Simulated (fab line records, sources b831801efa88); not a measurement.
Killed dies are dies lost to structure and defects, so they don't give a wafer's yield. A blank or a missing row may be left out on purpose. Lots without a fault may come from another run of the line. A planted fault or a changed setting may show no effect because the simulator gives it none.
A struck lot beside a sound one | flow gf180mcu | 18 steps out of a route of 602
Sound: wafers L120.1, L120.3, L120.4. Struck: wafers L123.2, L123.3. (L123.5 of the same lot was not struck and is left out.) The cause comes at the end.
At each step with rows: each side's tool, then ch and its chambers, then its first start. Under that, the readings that differ: sound wafers | struck wafers | difference of the means | sigmas: that difference in standard deviations of wafers without a fault.
alike: readings whose means differ by less than 2 such deviations, and words and numbers that are the same on both sides. not compared: withheld readings, readings that some wafer has no value for, bounds like >300 that may hide the same value, and numbers for which the record gives no deviation and whose values overlap.
The two part at a step that has a row with sigmas, a row that says differs or no value, or rows on one side only. Numbers that don't overlap but have no deviation are shown without sigmas and don't part them. A reading that every wafer of one side lacks parts them only if that side has two wafers or more.

first, 3 steps without rows for these wafers: GF_V2_EXPOSE_11 (exposes mask Via2, target cd 260 nm); GF_V2_PEB_12 (peb time 90 s); GF_V2_DEVELOP_13 (develop time 60 s).
GF_V2_CD_MEAS_14: target cd 260 nm.
  sound on cd_sem-02, day 21 13:24; struck on cd_sem-01, day 23 01:25
  alike: cd_nm
GF_V2_OVL_MEAS_15:
  sound on overlay-01, day 21 13:31; struck on overlay-02, day 23 01:31
  alike: V2_OVL
GF_V2_ETCH_16: etches BARC in N2/H2.
  sound on rie_diel-04 ch 0,1,2, day 21 13:34; struck on rie_diel-02 ch 0,3, day 23 01:32
  alike: drypump_motor_current_A, oes_product_au, throttle_valve_pct
GF_V2_ETCH_17: etches SiO2 in C4F8/O2/Ar, stops on TiN, target depth 630 nm.
  sound on rie_diel-04 ch 0,1,2; struck on rie_diel-02 ch 0,3
  alike: oes_product_au
then, 3 steps without rows for these wafers: GF_V2_STRIP_18 (strips in O2/N2); GF_V2_STRIP_19 (strips in post etch residue remover, time 1200 s); GF_V2_CLEAN_20 (cleans in DIW).
GF_V2_SPUTTER_21: material Ti, target thk 15 nm, time 80.02 s.
  sound on pvd_sputter-01, day 21 14:16; struck on pvd_sputter-04, day 23 02:12
  alike: throttle_valve_pct
GF_V2_SPUTTER_22: material TiN, target thk 10 nm, time 40 s.
  sound on pvd_sputter-01, day 21 14:19; struck on pvd_sputter-04, day 23 02:16
  alike: throttle_valve_pct
GF_V2_CVD_23: deposits W, target thk 350 nm, time 104.94 s.
  sound on cvd_w-01 ch 0,1, day 21 14:22; struck on cvd_w-01 ch 0, day 23 02:18
  reading                          | sound             | struck      | difference | sigmas
  model.W_of_V2_CVD_23.thk_nm (nm) | 347.1 357.9 345.2 | 387.2 387.9 | +37.5      |
  alike: heater_power_w
GF_V2_RS_MEAS_24: measures by four-point-probe.
  sound on film_metro-03, day 21 14:28; struck on film_metro-04, day 23 02:43
  reading          | sound             | struck      | difference | sigmas
  V2_W_RS (ohm/sq) | 0.330 0.319 0.332 | 0.296 0.296 | -0.031     | -7
  not compared: hold
GF_V2_THK_MEAS_25: measures by xrf.
  sound on film_metro-03, day 21 14:35; struck on film_metro-04, day 23 04:02
  reading       | sound       | struck  | difference | sigmas
  V2_W_THK (nm) | 357 368 354 | 394 394 | +34        | +6
  not compared: hold
GF_V2_CMP_26: polishes, stops on SiO2, t overpolish 15 s, target thk 0 nm.
  sound on cmp-01 ch 0,1,3, day 21 14:39; struck on cmp-01 ch 0,2, day 23 06:26
  reading                | sound    | struck                                            | difference                   | sigmas
  hold                   | - - -    | await_dispo/2.4h/release await_dispo/2.4h/release | no value on the sound wafers |
  time_to_endpoint_s (s) | 86 89 82 | 94 96                                             | +9                           | +3
  alike: motor_current_A
GF_M3_SPUTTER_00: material Ti, target thk 37.5 nm, time 150 s.
  sound on pvd_sputter-01, day 21 14:57; struck on pvd_sputter-01, day 23 06:44
  alike: throttle_valve_pct
then, 1 step without rows for these wafers: GF_PASSIVATION_PROBE_99.

WHERE THEY PART
First at GF_V2_RS_MEAS_24; last, within this record, at GF_V2_CMP_26. Later steps at which nothing parts them and some readings are alike: GF_M3_SPUTTER_00.

WHY: what the simulator had put in
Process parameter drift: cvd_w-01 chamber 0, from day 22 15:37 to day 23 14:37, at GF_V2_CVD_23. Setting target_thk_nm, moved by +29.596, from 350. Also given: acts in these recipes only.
